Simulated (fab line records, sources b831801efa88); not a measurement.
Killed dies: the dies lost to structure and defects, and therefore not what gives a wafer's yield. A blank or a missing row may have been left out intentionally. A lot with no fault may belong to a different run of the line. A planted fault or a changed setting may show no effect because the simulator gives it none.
A single fault, viewed from 2 desks | flow gf180mcu | each desk holds nothing but its own numbers, with what lay behind them at the end

DESK OF THE TOOL OWNER: lithoTrack-01
Per lot that ran on this tool, the mean of the sampled wafers carrying a number, from the tool's own readings at GF_VT_IMPLANT_SOFTBAKE_03 (time 60 s). If a lot's mean is further than 4 standard deviations from the usual mean, the lot is out of limits and carries the mark OUT (the distance appears in the brackets).
Columns: A = exhaustPa at GF_VT_IMPLANT_SOFTBAKE_03, usual 45.1 Pa; B = heaterPowerTotalW at GF_VT_IMPLANT_SOFTBAKE_03, usual 56.60 W; C = plateTempC at GF_VT_IMPLANT_SOFTBAKE_03, usual 90.00 C; D = runLengthS at GF_VT_IMPLANT_SOFTBAKE_03, usual 89.27 s
lot  | first seen here | A    | B                       | C     | D
L493 | day 6 12:44     | 44.6 | 56.66                   | 90.07 | 89.50
L495 | day 6 22:37     | 44.5 | 56.56                   | 90.06 | 89.41
L506 | day 9 16:29     | 45.8 | 56.61                   | 89.90 | 89.46
L508 | day 10 06:02    | 44.8 | 74.22 (+99 or more) OUT | -     | 54.71 (-99 or more) OUT
L509 | day 10 13:13    | 45.0 | 74.25 (+99 or more) OUT | -     | 54.72 (-99 or more) OUT
This desk finds L508, L509 out of limits, L508 being first, at day 10 06:02 (heaterPowerTotalW at GF_VT_IMPLANT_SOFTBAKE_03). L493, L495, L506 stayed within limits.

AT THE METROLOGY DESK
What the gauges read for every lot (on any tool): the sampled wafers with a number, averaged. If a lot's mean is further than 4 standard deviations from the usual mean, the lot is out of limits and carries the mark OUT (the distance appears in the brackets).
Columns: A = STI_OXIDATION_01_THK at GF_STI_THK_MEAS_22, usual 14.88 nm; B = LVPWELL_OVL at GF_LVPWELL_OVL_MEAS_07, usual -1.0 nm
lot  | first seen here | A     | B
L489 | day 2 03:39     | 14.75 | -1.3
L492 | day 2 18:46     | 14.68 | -3.8
L493 | day 3 02:23     | 14.82 | -0.3
L494 | day 3 07:29     | 14.97 | 0.6
L495 | day 3 10:32     | 15.02 | -1.2
L497 | day 3 21:24     | 15.23 | -0.7
L504 | day 5 07:59     | 15.21 | -2.3
L506 | day 5 19:14     | 14.77 | -1.5
L508 | day 6 07:39     | 14.95 | -1.1
L509 | day 6 12:09     | 14.63 | -4.2
L511 | day 6 23:52     | 15.23 | -1.4
L512 | day 7 03:45     | 14.72 | 1.7
This desk's verdict: no lot among the 12 shows anything out of limits.

TAKEN TOGETHER
On L508, L509, at day 10 06:02, an alarm was possible from the tool owner's desk.
Metrology desk: nothing out of limits seen.
The metrology desk holds a record of L508, L509, inside its limits.
The lots listed all ran GF_VT_IMPLANT_SOFTBAKE_03 on lithoTrack-01.

WHAT THE SIMULATOR HAD INSERTED
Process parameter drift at GF_VT_IMPLANT_SOFTBAKE_03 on lithoTrack-01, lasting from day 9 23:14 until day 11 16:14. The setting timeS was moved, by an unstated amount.
Lots struck among those shown: L508, L509.
Delay in hours, fault start to first out-of-limits reading, by desk: the tool owner's desk at 7.
